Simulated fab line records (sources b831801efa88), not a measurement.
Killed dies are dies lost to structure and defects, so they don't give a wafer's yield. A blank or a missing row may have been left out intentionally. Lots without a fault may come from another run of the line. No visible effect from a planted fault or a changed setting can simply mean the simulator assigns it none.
fab line records	flow gf180mcu	part 1 of 2: steps 1 to 25 of 35
record: lots: 5	wafers: 15	last-day: 34
route steps=602 shown V1@349 M2@362 V2@382
lots untouched by any fault: they come from a run of this same line in which no faults occurred
start-h: start of the lot's first displayed wafer, in hours after the record's first day	wait-h: hours elapsed since this lot's preceding step	" repeats the value in the row above	L1.1+2: a single row standing in for several wafers	- no value, or no start given	* or withheld: withheld	< > ~ a bound
route shown NAME@n: names a module that has steps shown in the file, with the first one's number in the route	usual: average and standard deviation across the fault-free wafers	same: alike in all rows	chamber/n: place in a boat	sites: the reading at each site	_std_site: the standard deviation of these	_edge_site: inner sites' mean taken away from outer sites' mean	radius-mm: for every site, how far away it sits from the centre of the wafer	mask NAME#n: copy n	behind: tool/chamber where the wafer was last shaped	hold: what put the lot on hold/how long, in hours/how the hold closed	device: the transistor (n, p or np) that didn't switch	end of line: tests run on the same wafers once the route is complete	for a step that has no rows: nothing shown but its recipe	killed: dies lost to structure and defects at the first sort, not the wafer's yield	map: a wafer's dies, marking killed ones x, the rest . and places with no die _
set.NAME: the run value of the setting; set.NAME@STEP: its run value at that earlier step	model.NAME: the simulator's own value behind a step, which no gauge read
lots seen at some steps along the route; tables by step, rows by wafer
services: a tool's chamber out of use, with start hour (start-h, from the record's first day; less than 0 if before it), hours out, and reason
== steps ==
step: GF_V1_CD_MEAS_14
recipe: target-cd-nm: 260
usual: cd-nm: 260.0/1.4
lot.wafer	tool	chamber	start-h	wait-h	cd-nm
L080.2	cd-sem-01	-	472.90	0.1	259.2
L080.5	"	-	"	"	259.8
L080.6	"	-	"	"	258.9
L082.2	cd-sem-01	-	483.30	0.1	259.4
L082.3	"	-	"	"	258.7
L082.5	"	-	"	"	259.0
L090.2	cd-sem-01	-	553.30	0.1	259.4
L090.3	"	-	"	"	259.7
L090.5	"	-	"	"	260.6
L094.1	cd-sem-02	-	594.98	0.1	261.1
L094.4	"	-	"	"	262.2
L094.5	"	-	"	"	261.9
L097.2	cd-sem-01	-	607.34	0.1	262.6
L097.3	"	-	"	"	262.1
L097.4	"	-	"	"	262.3
step: GF_V1_OVL_MEAS_15
usual: V1_OVL: -2/5.2
lot.wafer	tool	chamber	start-h	wait-h	V1_OVL[nm]
L080.2	overlay-02	-	473.01	0.1	-6
L080.5	"	-	"	"	0
L080.6	"	-	"	"	-2
L082.2	overlay-02	-	483.41	0.1	-11
L082.3	"	-	"	"	-8
L082.5	"	-	"	"	-8
L090.2	overlay-01	-	553.41	0.1	-1
L090.3	"	-	"	"	-5
L090.5	"	-	"	"	-4
L094.1	overlay-02	-	595.10	0.1	-2
L094.4	"	-	"	"	8
L094.5	"	-	"	"	-2
L097.2	overlay-01	-	607.45	0.1	-11
L097.3	"	-	"	"	-13
L097.4	"	-	"	"	-8
step: GF_V1_ETCH_16
recipe: chemistry: N2/H2	target-depth-a: withheld	overetch-a: withheld	time-s: withheld	target: BARC	ion-energy-ev: 200	source-w: 500	bias-w: 100	pressure-mtorr: 30	n2-flow-sccm: 100	h2-flow-sccm: 200
usual: drypump-motor-current-A: 5.8/0.45	oes-product-au: 0.854/0.0051	throttle-valve-pct: 13.224/0.0097
lot.wafer	tool	chamber	start-h	wait-h	drypump-motor-current-A	oes-product-au	throttle-valve-pct
L080.2	rie-diel-03	0	473.04	0.0	6.3	0.861	13.219
L080.5	"	0	"	"	6.3	0.852	13.226
L080.6	"	1	"	"	5.4	0.854	13.224
L082.2	rie-diel-02	0	483.44	0.0	5.5	0.845	13.223
L082.3	"	2	"	"	5.7	0.859	13.234
L082.5	"	0	"	"	5.5	0.862	13.223
L090.2	rie-diel-03	3	553.44	0.0	6.2	0.856	13.222
L090.3	"	1	"	"	5.4	0.847	13.232
L090.5	"	0	"	"	6.3	0.849	13.222
L094.1	rie-diel-01	1	595.13	0.0	6.5	0.848	13.236
L094.4	"	2	"	"	5.8	0.843	13.216
L094.5	"	2	"	"	5.8	0.862	13.224
L097.2	rie-diel-03	0	607.48	0.0	6.3	0.854	13.218
L097.3	"	1	"	"	5.4	0.855	13.217
L097.4	"	2	"	"	5.8	0.852	13.231
step: GF_V1_ETCH_17
recipe: chemistry: C4F8/O2/Ar	mask-material: KrF	target: SiO2	stop-on: TiN	source-w: 1500	bias-w: 1200	pressure-mtorr: 40	c4f8-flow-sccm: withheld	O2_flow_sccm: 6	Ar_flow_sccm: 300	time-s: withheld	target-depth-a: 6300
usual: oes-product-au: 0.856/0.0054
lot.wafer	tool	chamber	start-h	wait-h	oes-product-au
L080.2	rie-diel-03	0	-	-	0.859
L080.5	"	0	"	"	0.861
L080.6	"	1	"	"	0.861
L082.2	rie-diel-02	0	-	-	0.874
L082.3	"	2	"	"	0.852
L082.5	"	0	"	"	0.854
L090.2	rie-diel-03	3	-	-	0.856
L090.3	"	1	"	"	0.854
L090.5	"	0	"	"	0.867
L094.1	rie-diel-01	1	-	-	0.854
L094.4	"	2	"	"	0.868
L094.5	"	2	"	"	0.849
L097.2	rie-diel-03	0	-	-	0.870
L097.3	"	1	"	"	0.858
L097.4	"	2	"	"	0.852
step: GF_V1_STRIP_18
recipe: chemistry: O2/N2	power-w: 1400	pressure-mtorr: 1500	platen-temp-c: 250	o2-flow-sccm: 3000	n2-flow-sccm: 300	overash-fraction: 0.5
usual: drypump-motor-current-A: 5.83/0.29	heater-power-w: 341/16	oes-product-au: 0.592/0.0044
lot.wafer	tool	chamber	start-h	wait-h	drypump-motor-current-A	heater-power-w	oes-product-au	rf-hours-counter-h
L080.2	plasma-asher-03	1	473.17	-	5.33	334	0.594	35
L080.5	"	0	"	"	5.99	369	0.588	-
L080.6	"	1	"	"	5.33	333	0.597	-
L082.2	plasma-asher-03	0	483.57	-	5.98	375	0.587	37
L082.3	"	0	"	"	5.98	362	0.593	-
L082.5	"	0	"	"	5.99	371	0.594	-
L090.2	plasma-asher-01	1	553.57	-	5.64	359	0.584	89
L090.3	"	0	"	"	6.07	335	0.598	-
L090.5	"	1	"	"	5.62	370	0.589	-
L094.1	plasma-asher-02	1	595.26	-	5.67	325	0.597	86
L094.4	"	1	"	"	5.65	322	0.599	-
L094.5	"	0	"	"	6.17	348	0.594	-
L097.2	plasma-asher-01	0	607.61	-	6.05	324	0.590	95
L097.3	"	1	"	"	5.63	347	0.592	-
L097.4	"	0	"	"	6.08	323	0.585	-
step: GF_V1_STRIP_19
recipe: chemistry: post-etch-residue-remover	time-s: 1200	temp-c: 72.5
same: time-s: 1200
lot.wafer	tool	chamber	start-h	wait-h
L080.2+5+6	wet-bench-03	1	473.27	0.1
L082.2+3+5	wet-bench-04	0	483.67	0.1
L090.2+3+5	wet-bench-03	0	553.67	0.1
L094.1+4+5	wet-bench-02	1	595.40	0.1
L097.2+3+4	wet-bench-04	3	607.71	0.1
step: GF_V1_CLEAN_20
recipe: chemistry: DIW	dry: n2-spin
lot.wafer	tool	chamber	start-h	wait-h
L080.2+5+6	wet-bench-04	3	473.61	0.0
L082.2+3+5	wet-bench-02	1	484.04	0.0
L090.2+3+5	wet-bench-04	3	554.35	0.0
L094.1+4+5	wet-bench-03	0	595.74	0.0
L097.2+3+4	wet-bench-03	0	608.05	0.0
step: GF_V1_SPUTTER_21
recipe: material: Ti	target-thk-nm: 15	chamber-pressure-pa: 5	power-w: 2500	substrate-temp-c: 200	time-s: 80.02
usual: throttle-valve-pct: 29.7/0.64
same: time-s: 80.02
lot.wafer	tool	chamber	start-h	wait-h	throttle-valve-pct
L080.2	pvd-sputter-04	-	473.70	0.0	30.4
L080.5	"	-	"	"	30.2
L080.6	"	-	"	"	29.0
L082.2	pvd-sputter-01	-	484.13	0.0	30.2
L082.3	"	-	"	"	29.3
L082.5	"	-	"	"	30.5
L090.2	pvd-sputter-01	-	554.44	0.0	29.8
L090.3	"	-	"	"	29.1
L090.5	"	-	"	"	29.3
L094.1	pvd-sputter-02	-	595.83	0.0	30.4
L094.4	"	-	"	"	30.3
L094.5	"	-	"	"	28.7
L097.2	pvd-sputter-01	-	608.14	0.0	29.2
L097.3	"	-	"	"	30.6
L097.4	"	-	"	"	29.7
step: GF_V1_SPUTTER_22
recipe: material: TiN	target-thk-nm: 10	chamber-pressure-pa: 5	power-w: 4000	time-s: 40
usual: throttle-valve-pct: 29.7/0.65
same: time-s: 40
lot.wafer	tool	chamber	start-h	wait-h	throttle-valve-pct
L080.2	pvd-sputter-04	-	473.76	0.0	30.5
L080.5	"	-	"	"	30.2
L080.6	"	-	"	"	29.0
L082.2	pvd-sputter-01	-	484.19	0.0	29.8
L082.3	"	-	"	"	29.1
L082.5	"	-	"	"	30.4
L090.2	pvd-sputter-01	-	554.50	0.0	29.9
L090.3	"	-	"	"	29.3
L090.5	"	-	"	"	30.0
L094.1	pvd-sputter-02	-	595.89	0.0	30.0
L094.4	"	-	"	"	30.0
L094.5	"	-	"	"	28.8
L097.2	pvd-sputter-01	-	608.20	0.0	29.0
L097.3	"	-	"	"	30.3
L097.4	"	-	"	"	29.6
step: GF_V1_CVD_23
recipe: material: W	target-thk-nm: 350	time-s: 105.05	temp-c: 400	pressure-torr: 40
usual: heater-power-w: 844/79	susceptor-temp-C: 399.96/0.23
same: time-s: 105.05
lot.wafer	tool	chamber	start-h	wait-h	heater-power-w	susceptor-temp-C
L080.2	cvd-w-01	1	473.80	0.0	793	399.75
L080.5	"	0	"	"	962	399.55
L080.6	"	1	"	"	792	399.85
L082.2	cvd-w-01	0	484.23	0.0	956	399.89
L082.3	"	0	"	"	960	400.02
L082.5	"	1	"	"	795	399.98
L090.2	cvd-w-01	1	554.54	0.0	800	400.01
L090.3	"	1	"	"	792	400.28
L090.5	"	0	"	"	955	400.11
L094.1	cvd-w-01	1	595.93	0.0	812	399.91
L094.4	"	1	"	"	784	399.99
L094.5	"	1	"	"	788	400.07
L097.2	cvd-w-02	1	608.24	0.0	829	400.42
L097.3	"	1	"	"	808	399.97
L097.4	"	0	"	"	772	400.20
step: GF_V1_RS_MEAS_24
recipe: thk-meas-gauge: four-point-probe	reads: W_of_V1_CVD_23+TiN_of_V1_SPUTTER_22+Ti_of_V1_SPUTTER_21
usual: V1_W_RS: 0.331/0.0038
lot.wafer	tool	chamber	start-h	wait-h	V1_W_RS[ohm/sq]
L080.2	film-metro-03	-	473.93	0.1	0.327
L080.5	"	-	"	"	0.332
L080.6	"	-	"	"	0.329
L082.2	film-metro-02	-	484.36	0.1	0.330
L082.3	"	-	"	"	0.330
L082.5	"	-	"	"	0.333
L090.2	film-metro-03	-	554.67	0.1	0.331
L090.3	"	-	"	"	0.330
L090.5	"	-	"	"	0.333
L094.1	film-metro-04	-	596.16	0.2	0.334
L094.4	"	-	"	"	0.333
L094.5	"	-	"	"	0.334
L097.2	film-metro-03	-	608.38	0.1	0.328
L097.3	"	-	"	"	0.325
L097.4	"	-	"	"	0.328
step: GF_V1_THK_MEAS_25
recipe: thk-meas-gauge: xrf	reads: W_of_V1_CVD_23
usual: V1_W_THK: 353/5.2
lot.wafer	tool	chamber	start-h	wait-h	V1_W_THK[nm]
L080.2	film-metro-03	-	474.04	0.1	361
L080.5	"	-	"	"	355
L080.6	"	-	"	"	355
L082.2	film-metro-02	-	484.47	0.1	355
L082.3	"	-	"	"	354
L082.5	"	-	"	"	350
L090.2	film-metro-03	-	554.78	0.1	351
L090.3	"	-	"	"	353
L090.5	"	-	"	"	350
L094.1	film-metro-04	-	596.28	0.1	348
L094.4	"	-	"	"	350
L094.5	"	-	"	"	349
L097.2	film-metro-03	-	608.49	0.1	353
L097.3	"	-	"	"	358
L097.4	"	-	"	"	353
step: GF_V1_CMP_26
recipe: stop-on: SiO2	down-force-psi: 3.5	platen-rpm: 60	t-overpolish-s: 15	target-thk-nm: 0	pad-velocity-m-s: 0.94248
usual: motor-current-A: 11.0/1.3	overpolish-run-s: 15.000/0.0091	slurry-filter-dp-kPa: 13.50/0.12	time-to-endpoint-s: 83/4.3
lot.wafer	tool	chamber	start-h	wait-h	motor-current-A	overpolish-run-s	slurry-filter-dp-kPa	time-to-endpoint-s
L080.2	cmp-01	2	474.14	0.1	12.7	15.005	13.58	82
L080.6	"	1	"	"	12.2	15.006	13.71	91
L080.5	"	2	"	"	12.3	14.995	13.42	81
L082.3	cmp-01	0	484.52	0.0	11.8	14.995	13.53	84
L082.2	"	2	"	"	12.6	14.992	13.70	80
L082.5	"	1	"	"	12.2	15.003	13.51	89
L090.3	cmp-01	3	554.88	0.1	9.8	14.993	13.61	74
L090.2	"	1	"	"	11.1	14.994	13.65	84
L090.5	"	3	"	"	9.9	14.990	13.37	78
L094.4	cmp-02	0	596.44	0.1	10.0	15.019	13.51	83
L094.1	"	1	"	"	8.6	15.004	13.51	89
L094.5	"	2	"	"	12.9	15.001	13.40	79
L097.2	cmp-01	1	608.54	0.0	11.8	14.993	13.53	88
L097.4	"	2	"	"	12.4	15.001	13.47	83
L097.3	"	3	"	"	9.1	15.000	13.58	85
step: GF_M2_SPUTTER_00
recipe: material: Ti	target-thk-nm: 37.5	arriving-ion-energy-ev: 80	substrate-temp-c: 200	chamber-pressure-pa: 2	power-w: 4000	time-s: 150
usual: throttle-valve-pct: 30.1/1.2
same: time-s: 150
lot.wafer	tool	chamber	start-h	wait-h	throttle-valve-pct
L080.2	pvd-sputter-03	-	474.39	0.2	28.7
L080.5	"	-	"	"	31.5
L080.6	"	-	"	"	32.1
L082.2	pvd-sputter-03	-	484.82	0.1	32.2
L082.3	"	-	"	"	28.9
L082.5	"	-	"	"	31.7
L090.2	pvd-sputter-03	-	555.13	0.1	31.5
L090.3	"	-	"	"	32.3
L090.5	"	-	"	"	28.7
L094.1	pvd-sputter-01	-	596.64	0.1	29.3
L094.4	"	-	"	"	30.6
L094.5	"	-	"	"	29.6
L097.2	pvd-sputter-02	-	608.84	0.2	30.5
L097.3	"	-	"	"	29.0
L097.4	"	-	"	"	28.9
step: GF_M2_SPUTTER_01
recipe: material: TiN	target-thk-nm: 30	power-w: 6500	time-s: 25	chamber-pressure-pa: 0.4
usual: throttle-valve-pct: 30.1/1.2
same: time-s: 25
lot.wafer	tool	chamber	start-h	wait-h	throttle-valve-pct
L080.2	pvd-sputter-03	-	474.49	0.1	28.7
L080.5	"	-	"	"	31.3
L080.6	"	-	"	"	32.2
L082.2	pvd-sputter-03	-	484.92	0.1	32.1
L082.3	"	-	"	"	28.7
L082.5	"	-	"	"	32.0
L090.2	pvd-sputter-03	-	555.23	0.1	31.7
L090.3	"	-	"	"	32.0
L090.5	"	-	"	"	29.2
L094.1	pvd-sputter-01	-	596.74	0.1	29.3
L094.4	"	-	"	"	30.6
L094.5	"	-	"	"	29.6
L097.2	pvd-sputter-02	-	608.94	0.1	30.3
L097.3	"	-	"	"	29.3
L097.4	"	-	"	"	28.9
step: GF_M2_SPUTTER_02
recipe: material: AlCu	target-thk-nm: 450	power-w: 10600	time-s: 23.9	chamber-pressure-pa: 0.4
usual: throttle-valve-pct: 30.1/1.2
same: time-s: 23.9
lot.wafer	tool	chamber	start-h	wait-h	throttle-valve-pct
L080.2	pvd-sputter-03	-	474.52	0.0	29.1
L080.5	"	-	"	"	31.7
L080.6	"	-	"	"	32.2
L082.2	pvd-sputter-03	-	484.96	0.0	32.2
L082.3	"	-	"	"	28.8
L082.5	"	-	"	"	32.1
L090.2	pvd-sputter-03	-	555.26	0.0	31.0
L090.3	"	-	"	"	32.0
L090.5	"	-	"	"	29.0
L094.1	pvd-sputter-01	-	596.77	0.0	29.2
L094.4	"	-	"	"	30.5
L094.5	"	-	"	"	29.7
L097.2	pvd-sputter-02	-	608.97	0.0	30.3
L097.3	"	-	"	"	29.2
L097.4	"	-	"	"	28.9
step: GF_M2_SPUTTER_03
recipe: material: Ti	target-thk-nm: 10	substrate-temp-c: 300	chamber-pressure-pa: 0.3	power-w: 3000	time-s: 6.7
usual: throttle-valve-pct: 30.2/1.1
same: time-s: 6.7
lot.wafer	tool	chamber	start-h	wait-h	throttle-valve-pct
L080.2	pvd-sputter-03	-	474.55	0.0	28.8
L080.5	"	-	"	"	31.6
L080.6	"	-	"	"	32.0
L082.2	pvd-sputter-03	-	484.99	0.0	31.9
L082.3	"	-	"	"	29.0
L082.5	"	-	"	"	31.9
L090.2	pvd-sputter-03	-	555.29	0.0	31.5
L090.3	"	-	"	"	32.1
L090.5	"	-	"	"	28.5
L094.1	pvd-sputter-01	-	596.80	0.0	29.1
L094.4	"	-	"	"	30.2
L094.5	"	-	"	"	30.0
L097.2	pvd-sputter-02	-	609.00	0.0	30.6
L097.3	"	-	"	"	29.1
L097.4	"	-	"	"	28.8
step: GF_M2_SPUTTER_04
recipe: material: TiN	target-thk-nm: 50	power-w: 6500	time-s: 41.7	chamber-pressure-pa: 0.4
usual: throttle-valve-pct: 30.2/1.2
same: time-s: 41.7
lot.wafer	tool	chamber	start-h	wait-h	throttle-valve-pct
L080.2	pvd-sputter-03	-	474.57	0.0	29.0
L080.5	"	-	"	"	31.5
L080.6	"	-	"	"	32.2
L082.2	pvd-sputter-03	-	485.01	0.0	32.0
L082.3	"	-	"	"	28.9
L082.5	"	-	"	"	32.2
L090.2	pvd-sputter-03	-	555.32	0.0	31.5
L090.3	"	-	"	"	32.2
L090.5	"	-	"	"	29.1
L094.1	pvd-sputter-01	-	596.82	0.0	29.2
L094.4	"	-	"	"	30.5
L094.5	"	-	"	"	29.8
L097.2	pvd-sputter-02	-	609.02	0.0	30.2
L097.3	"	-	"	"	28.8
L097.4	"	-	"	"	29.1
step: GF_M2_RS_MEAS_05
recipe: thk-meas-gauge: four-point-probe	reads: TiN_of_M2_SPUTTER_04+Ti_of_M2_SPUTTER_03+AlCu_of_M2_SPUTTER_02+TiN_of_M2_SPUTTER_01+Ti_of_M2_SPUTTER_00
usual: M2_ALCU_RS: 0.0689/0.00069
lot.wafer	tool	chamber	start-h	wait-h	M2_ALCU_RS[ohm/sq]
L080.2	film-metro-03	-	474.63	0.0	0.0707
L080.5	"	-	"	"	0.0689
L080.6	"	-	"	"	0.0698
L082.2	film-metro-01	-	485.07	0.0	0.0690
L082.3	"	-	"	"	0.0694
L082.5	"	-	"	"	0.0693
L090.2	film-metro-04	-	555.37	0.0	0.0685
L090.3	"	-	"	"	0.0683
L090.5	"	-	"	"	0.0698
L094.1	film-metro-04	-	596.86	0.0	0.0685
L094.4	"	-	"	"	0.0692
L094.5	"	-	"	"	0.0687
L097.2	film-metro-04	-	609.08	0.0	0.0687
L097.3	"	-	"	"	0.0685
L097.4	"	-	"	"	0.0689
step: GF_M2_THK_MEAS_06
recipe: thk-meas-gauge: xrf	reads: AlCu_of_M2_SPUTTER_02
usual: M2_ALCU_THK: 448/5.1
lot.wafer	tool	chamber	start-h	wait-h	M2_ALCU_THK[nm]
L080.2	film-metro-03	-	474.74	0.1	440
L080.5	"	-	"	"	451
L080.6	"	-	"	"	445
L082.2	film-metro-01	-	485.18	0.1	444
L082.3	"	-	"	"	440
L082.5	"	-	"	"	440
L090.2	film-metro-04	-	555.48	0.1	451
L090.3	"	-	"	"	451
L090.5	"	-	"	"	439
L094.1	film-metro-04	-	596.98	0.1	448
L094.4	"	-	"	"	444
L094.5	"	-	"	"	447
L097.2	film-metro-04	-	609.19	0.1	449
L097.3	"	-	"	"	451
L097.4	"	-	"	"	448
step: GF_M2_DEHYDRATE_07
recipe: temp-c: 200	time-s: 60
usual: exhaust-pa: 45.1/0.88
same: time-s: 60
lot.wafer	tool	chamber	start-h	wait-h	exhaust-pa
L080.2	litho-track-03	0	485.68	10.9	46.0
L080.5	"	0	"	"	44.9
L080.6	"	0	"	"	44.2
L082.2	litho-track-01	0	496.90	11.7	46.1
L082.3	"	0	"	"	43.8
L082.5	"	0	"	"	44.6
L090.2	litho-track-02	0	565.96	10.5	45.7
L090.3	"	0	"	"	45.4
L090.5	"	0	"	"	45.2
L094.1	litho-track-03	0	606.50	9.5	43.7
L094.4	"	0	"	"	45.0
L094.5	"	0	"	"	45.5
L097.2	litho-track-03	0	618.88	9.7	44.4
L097.3	"	0	"	"	42.8
L097.4	"	0	"	"	43.8
step: GF_M2_HMDS_08
recipe: prime-time-s: 60	prime-temp-c: 120
usual: exhaust-pa: 45.1/0.77
lot.wafer	tool	chamber	start-h	wait-h	exhaust-pa
L080.2	litho-track-03	0	485.83	0.1	44.5
L080.5	"	0	"	"	44.7
L080.6	"	0	"	"	44.2
L082.2	litho-track-01	0	497.05	0.1	46.0
L082.3	"	0	"	"	46.5
L082.5	"	0	"	"	47.3
L090.2	litho-track-02	0	566.11	0.1	44.0
L090.3	"	0	"	"	44.8
L090.5	"	0	"	"	43.6
L094.1	litho-track-03	0	606.65	0.1	45.4
L094.4	"	0	"	"	44.6
L094.5	"	0	"	"	45.1
L097.2	litho-track-03	0	619.03	0.1	45.9
L097.3	"	0	"	"	46.5
L097.4	"	0	"	"	44.7
step: GF_M2_COAT_09
recipe: resist: KrF	spin-rpm: withheld	resist-thk-nm: 1000
usual: exhaust-pa: 45.1/0.8
lot.wafer	tool	chamber	start-h	wait-h	exhaust-pa
L080.2	litho-track-03	0	485.98	0.1	44.1
L080.5	"	0	"	"	45.3
L080.6	"	0	"	"	43.7
L082.2	litho-track-01	0	497.20	0.1	45.4
L082.3	"	0	"	"	45.5
L082.5	"	0	"	"	44.9
L090.2	litho-track-02	0	566.26	0.1	45.0
L090.3	"	0	"	"	44.0
L090.5	"	0	"	"	44.3
L094.1	litho-track-03	0	606.80	0.1	45.6
L094.4	"	0	"	"	44.7
L094.5	"	0	"	"	45.1
L097.2	litho-track-03	0	619.18	0.1	44.5
L097.3	"	0	"	"	46.2
L097.4	"	0	"	"	45.5
step: GF_M2_SOFTBAKE_10
recipe: temp-c: 130	time-s: 60	resist: KrF
usual: exhaust-pa: 45.2/0.9
same: time-s: 60
lot.wafer	tool	chamber	start-h	wait-h	exhaust-pa
L080.2	litho-track-03	0	486.13	0.1	45.8
L080.5	"	0	"	"	45.6
L080.6	"	0	"	"	46.3
L082.2	litho-track-01	0	497.35	0.1	45.8
L082.3	"	0	"	"	44.9
L082.5	"	0	"	"	44.9
L090.2	litho-track-02	0	566.41	0.1	45.4
L090.3	"	0	"	"	44.2
L090.5	"	0	"	"	45.8
L094.1	litho-track-03	0	606.95	0.1	44.9
L094.4	"	0	"	"	44.9
L094.5	"	0	"	"	46.0
L097.2	litho-track-03	0	619.33	0.1	46.1
L097.3	"	0	"	"	46.8
L097.4	"	0	"	"	46.7
step: GF_M2_EXPOSE_11
recipe: mask-id: Metal2	target-cd-nm: 280	na: 0.68	source-shape: conventional	sigma-outer: 0.6	dose-mj: 28
lot.wafer	tool	chamber	start-h	wait-h	mask
L080.2+5+6	krf-scanner-01	0	-	-	Metal2#0
L082.2+3+5	krf-scanner-01	0	-	-	Metal2#0
L090.2+3+5	krf-scanner-01	0	-	-	Metal2#0
L094.1+4+5	krf-scanner-01	0	-	-	Metal2#0
L097.2+3+4	krf-scanner-01	0	-	-	Metal2#0
